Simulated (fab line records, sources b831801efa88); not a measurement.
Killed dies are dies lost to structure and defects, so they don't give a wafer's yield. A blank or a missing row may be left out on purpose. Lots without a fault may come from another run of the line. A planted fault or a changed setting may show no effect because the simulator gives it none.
Chamber matching | flow sky130 | SKY_VIA2_ETCH_15 on rie_diel-03: 4 sister chambers
The step etches SiO2 in C4F8/O2/Ar, stops on TiN, target depth 546 nm, time 84 s. 8 wafers are shown with their chamber, then 9 later ones without.

WAFERS WITH THEIR CHAMBER
wafer  | chamber | bias_w (W) | chamber_pressure_mTorr (mTorr)
L075.1 | 3       | 1237       | 39.98
L086.2 | 3       | 1235       | 39.99
L086.3 | 0       | 1246       | 40.04
L088.3 | 0       | 1239       | 40.05
L088.6 | 2       | 1248       | 40.01
L091.3 | 1       | 1242       | 39.99
L091.5 | 1       | 1247       | 39.94
L091.6 | 2       | 1240       | 39.97

WAFERS WITHOUT THEIR CHAMBER
wafer  | bias_w (W) | chamber_pressure_mTorr (mTorr)
L092.2 | 1244       | 40.00
L092.3 | 1241       | 40.01
L092.6 | 1241       | 40.00
L093.2 | 1247       | 40.00
L093.4 | 1236       | 39.94
L093.6 | 1237       | 40.04
L097.2 | 1244       | 40.08
L097.5 | 1250       | 40.05
L097.6 | 1245       | 39.99

WHICH CHAMBER EACH WENT THROUGH
wafer  | from the rows above               | in truth
L092.2 | can't be placed: 2 or 1 or 0 or 3 | 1
L092.3 | can't be placed: 2 or 0 or 3 or 1 | 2
L092.6 | can't be placed: 2 or 3 or 1 or 0 | 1
L093.2 | can't be placed: 2 or 1 or 0 or 3 | 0
L093.4 | can't be placed: 3 or 1 or 2      | 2
L093.6 | can't be placed: 0 or 3 or 2      | 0
L097.2 | 0                                 | 0
L097.5 | can't be placed: 0 or 2           | 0
L097.6 | can't be placed: 2 or 1 or 3      | 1
Placed correctly: 1 of 9. Can't be placed from these rows: 8 (the true chamber is among the candidates in 8). Placed wrongly: 0.
How it was worked out, from the rows above alone: a wafer's distance from a chamber is the root of the sum, over the readings, of the square of ((its reading less the chamber's mean) divided by the reading's scatter). The wafer belongs to the nearest chamber; if the next one is less than 2 further off, it can't be placed. A chamber's mean is the mean of its shown wafers. The scatter: the root of (the sum of the squares of (reading less its chamber's mean) over the shown wafers, divided by (wafers less chambers)).
